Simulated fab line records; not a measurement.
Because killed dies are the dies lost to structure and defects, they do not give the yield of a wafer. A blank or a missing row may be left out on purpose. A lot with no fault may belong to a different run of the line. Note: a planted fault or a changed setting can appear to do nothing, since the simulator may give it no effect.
Which of the tools did it? ; flow gf180mcu ; Sampling: 14 lots, 42 wafers, 2 of 602 route steps

## WHAT EACH GAUGE READ, for each wafer
GF_M4_CD_MEAS_14 targets a cd of 280 nm.
lot;measured;on;cdNm (nm)
L680;day 23 18:07;cdSem-01;278.0 277.7 278.1
L681;day 23 22:37;cdSem-02;281.7 281.1 279.8
L683;day 24 14:10;cdSem-01;281.1 282.6 281.6
L690;day 26 23:36;cdSem-01;279.6 279.2 279.5
L691;day 27 08:12;cdSem-01;280.8 280.2 280.5
L694;day 28 05:53;cdSem-01;278.5 278.8 278.6
L696;day 28 19:19;cdSem-01;280.3 279.7 281.1
L697;day 29 06:48;cdSem-02;282.5 282.9 283.2
L698;day 29 10:10;cdSem-02;282.0 280.9 281.6
L699;day 29 18:06;cdSem-01;281.9 281.1 279.9
L700;day 30 00:27;cdSem-02;281.4 280.5 280.1
L701;day 30 07:16;cdSem-02;282.4 282.6 281.7
L702;day 30 10:04;cdSem-02;281.6 282.4 282.3
L703;day 30 18:03;cdSem-01;281.1 280.7 281.2

## TOOL THAT RAN EACH LOT (tool first, then ch and the chambers of the sampled wafers, then the start)
lot;GF_M4_SPUTTER_04
L680;pvdSputter-01, day 22 18:56
L681;pvdSputter-02, day 22 23:47
L683;pvdSputter-01, day 23 16:02
L690;pvdSputter-02, day 26 02:41
L691;pvdSputter-04, day 26 11:17
L694;pvdSputter-01, day 27 09:53
L696;pvdSputter-04, day 27 23:32
L697;pvdSputter-02, day 28 11:38
L698;pvdSputter-02, day 28 15:17
L699;pvdSputter-01, day 28 23:10
L700;pvdSputter-02, day 29 06:03
L701;pvdSputter-04, day 29 12:37
L702;pvdSputter-04, day 29 15:33
L703;pvdSputter-01, day 29 23:39
- GF_M4_SPUTTER_04: material TiN, target thk 50 nm, time 41.15 s.

## WHAT THE TOOLS THEMSELVES READ (means of the sampled wafers that have a number; where no wafer has one, the mark that the record gives instead)
GF_M4_SPUTTER_04.
lot;tool;cathodeDcPowerW (W);throttleValvePct (%)
L680;pvdSputter-01;6500.2;30.1
L681;pvdSputter-02;6499.5;31.7
L683;pvdSputter-01;6498.7;29.4
L690;pvdSputter-02;6500.6;30.6
L691;pvdSputter-04;6499.6;30.7
L694;pvdSputter-01;6500.2;30.6
L696;pvdSputter-04;6500.3;29.8
L697;pvdSputter-02;6499.9;30.4
L698;pvdSputter-02;6500.4;31.3
L699;pvdSputter-01;6500.3;30.5
L700;pvdSputter-02;6499.9;30.4
L701;pvdSputter-04;6500.3;30.3
L702;pvdSputter-04;6500.6;29.5
L703;pvdSputter-01;6499.1;30.5

## THE ANSWER, worked out from the rows above alone
Rule: the usual values come from the lots themselves. Put in order of their means at a reading, lots are off if they are a third of the lots or fewer, leave a main group of 4 or more, and stand apart from it by a gap of 3 or more times the standard deviation of the main group's means; of several such gaps the widest counts. The tables above print the reading to a certain number of digits; a main group whose means all agree to those digits is not used. Also off: a lot with no number at a reading for which 4 or more lots have one. All remaining lots with rows at the step are treated as sound. First the gauges in route order, then the tools' own readings, where a lot's mean is used as printed above. At the first step where some lot is off, the reading lying furthest off is the one used; lots without a number count as furthest.
None of the lots is off at any reading shown; this tells nothing.

## WHAT WAS PUT IN BY THE SIMULATOR
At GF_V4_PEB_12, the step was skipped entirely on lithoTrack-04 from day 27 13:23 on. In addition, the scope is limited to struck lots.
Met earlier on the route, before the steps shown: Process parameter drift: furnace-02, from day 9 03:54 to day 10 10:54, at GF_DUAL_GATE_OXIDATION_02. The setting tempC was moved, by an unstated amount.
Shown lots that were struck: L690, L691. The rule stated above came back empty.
